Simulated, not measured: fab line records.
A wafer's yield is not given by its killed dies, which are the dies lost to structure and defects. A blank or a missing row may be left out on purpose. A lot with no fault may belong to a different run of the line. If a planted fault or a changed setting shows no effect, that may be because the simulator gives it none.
Matching of chambers / flow gf180mcu / 4 sister chambers for GF_V1_CMP_26 on cmp-02
The step polishes, stops on SiO2, t overpolish 15 s, target thk 0 nm. 4 wafers are shown with their chamber, then 12 later ones without.

## WAFERS, EACH WITH ITS CHAMBER
wafer=L082.5; chamber=2; motor-current-A (A)=12.1
wafer=L086.6; chamber=1; motor-current-A (A)=12.0
wafer=L087.4; chamber=0; motor-current-A (A)=10.8
wafer=L087.5; chamber=3; motor-current-A (A)=11.9

## WAFERS MISSING THEIR CHAMBER
wafer=L089.1; motor-current-A (A)=11.8
wafer=L089.2; motor-current-A (A)=11.2
wafer=L089.3; motor-current-A (A)=10.7
wafer=L092.2; motor-current-A (A)=12.7
wafer=L092.5; motor-current-A (A)=12.3
wafer=L092.6; motor-current-A (A)=12.8
wafer=L094.2; motor-current-A (A)=13.0
wafer=L094.3; motor-current-A (A)=12.0
wafer=L094.4; motor-current-A (A)=12.2
wafer=L096.3; motor-current-A (A)=13.1
wafer=L096.5; motor-current-A (A)=11.1
wafer=L096.6; motor-current-A (A)=13.2

## EACH ONE'S CHAMBER
wafer=L089.1; from the rows above=can't be placed: 3 or 1 or 2 or 0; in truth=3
wafer=L089.2; from the rows above=can't be placed: 0 or 3 or 1 or 2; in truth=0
wafer=L089.3; from the rows above=can't be placed: 0 or 3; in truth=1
wafer=L092.2; from the rows above=can't be placed: 2 or 1 or 3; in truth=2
wafer=L092.5; from the rows above=can't be placed: 2 or 1 or 3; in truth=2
wafer=L092.6; from the rows above=can't be placed: 2 or 1 or 3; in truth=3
wafer=L094.2; from the rows above=can't be placed: 2 or 1 or 3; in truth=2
wafer=L094.3; from the rows above=can't be placed: 1 or 2 or 3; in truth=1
wafer=L094.4; from the rows above=can't be placed: 2 or 1 or 3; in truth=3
wafer=L096.3; from the rows above=can't be placed: 2 or 1 or 3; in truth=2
wafer=L096.5; from the rows above=can't be placed: 0 or 3 or 1 or 2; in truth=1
wafer=L096.6; from the rows above=can't be placed: 2 or 1 or 3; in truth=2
Correctly placed: 0 of 12. Can't be placed from these rows: 12 (the true chamber is among the candidates in 11). Wrongly placed: 0.
How it was worked out, from the rows above alone: a wafer's distance from a chamber is the root of the sum, over the readings, of the square of ((its reading less the chamber's mean) divided by the reading's scatter). If the next closest chamber is less than 2 further off than the closest, the wafer can't be placed; otherwise it belongs to the closest. For every chamber, the mean is computed from those of its wafers that are shown. The scatter: with one shown wafer a chamber, the root of the mean of the squares of how far each hidden wafer lies from its nearest shown one.
